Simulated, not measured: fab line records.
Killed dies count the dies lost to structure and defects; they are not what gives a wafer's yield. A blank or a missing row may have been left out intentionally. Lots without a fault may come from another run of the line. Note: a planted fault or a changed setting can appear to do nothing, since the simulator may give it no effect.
Problem report, 8D (eight disciplines) form, completed by code :: flow gf180mcu :: the parts of the form that need people (team, actions taken, sign-off) are left out

1. THE ISSUE
V2_CVD_02_THK at GF_V2_THK_MEAS_03 reads a mean of 584 nm on 4 wafers of 2 lots; wafers without a fault read 852 nm with a standard deviation of 11. That is -24 standard deviations from the usual mean.
First observed at day 24 22:49: wafer L787.1, on film_metro-04. The record has a number at this step for 12 wafers belonging to 4 lots. The rule behind "out" and "out of limits": a value lying over 4 standard deviations away from the usual mean. The rest of the wafers with a number are treated as sound.

2. WHAT THIS IS AND IS NOT
question: which readings at this step
is: V2_CVD_02_THK
is not: -

question: which lots
is: L787, L788
is not: L783, L794

question: which wafers of those lots
is: L787.1, L787.6, L788.3, L788.5
is not: L787.2, L788.6

question: read on which gauges
is: film_metro-02, film_metro-04
is not: -

question: when
is: from day 24 22:49
is not: up to then (4 sound wafers); but 4 sound wafers of L788, L794 came after

3. SUSPECTS, AND WHAT RULES EACH OUT
Counting: if a tool at a process step up to the reading ran every lot that is out, it stays a suspect. Sound lots after the first of them don't rule it out here, since some wafers of a struck lot are sound.
- ruled out: the gauge at GF_V2_THK_MEAS_03. Those wafers that are out were read across 2 gauges (film_metro-02, film_metro-04).
- pecvd-03 at GF_V2_CVD_02 (deposits SiO2 from TEOS, target thk 850 nm, time 94.851 s): kept. Every lot that is out went through it, the first being L787 (day 24 22:46); the last sound lot it ran before that was L783 (day 23 13:56).
- Within pecvd-03 at GF_V2_CVD_02: the wafers that are out ran in chamber 0; their sound lot-mates ran in chambers 1, 2.
After counting, what remains is pecvd-03 at GF_V2_CVD_02.

4. THE CAUSE (what the simulator had put in)
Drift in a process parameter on pecvd-03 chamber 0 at GF_V2_CVD_02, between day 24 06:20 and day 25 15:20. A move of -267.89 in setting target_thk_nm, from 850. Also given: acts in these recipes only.
This tool alone remained once counting was done.

5. THE CHAIN OF EFFECTS, in route order
One row per reading whose mean, taken over the struck wafers that have a number, lies over 3 standard deviations from the usual. Readings are gone through only where the record gives a usual standard deviation; hours: the median, over the lots, of the time from a lot's start at the first step in this table giving one to that lot's start at this step; sigmas: the change measured in usual standard deviations.
hours: 0
step: GF_V2_THK_MEAS_03
reading: V2_CVD_02_THK
usual: 852 nm
on struck wafers: 584
change: -268
sigmas: -24

hours: 0
step: GF_V2_CMP_04
reading: time_to_endpoint_s
usual: 80 s
on struck wafers: 46
change: -34
sigmas: -6.2

hours: -
step: GF_V2_ETCH_17
reading: oes_product_au
usual: 0.855 a.u.
on struck wafers: 0.821
change: -0.034
sigmas: -7.3
Its process steps:
- GF_V2_CMP_04: polishes SiO2.
- GF_V2_ETCH_17: etches SiO2 in C4F8/O2/Ar, stops on TiN, target depth 630 nm.

6. HOW IT WOULD HAVE BEEN CAUGHT EARLIER
Counted from the fault's start at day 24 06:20, it took 16 hours until the first out-of-limits reading at a measuring or inspecting step in this record, taken at day 24 22:49.
Tool readings at GF_V2_CVD_02 with a usual standard deviation given in the record: none out on any struck wafer, hence no alarm at a limit of 4 standard deviations on them.
L788, from the lots that are out (2), started GF_V2_CVD_02 on pecvd-03 later than day 24 22:49. Putting the tool on hold at that point would have spared it.
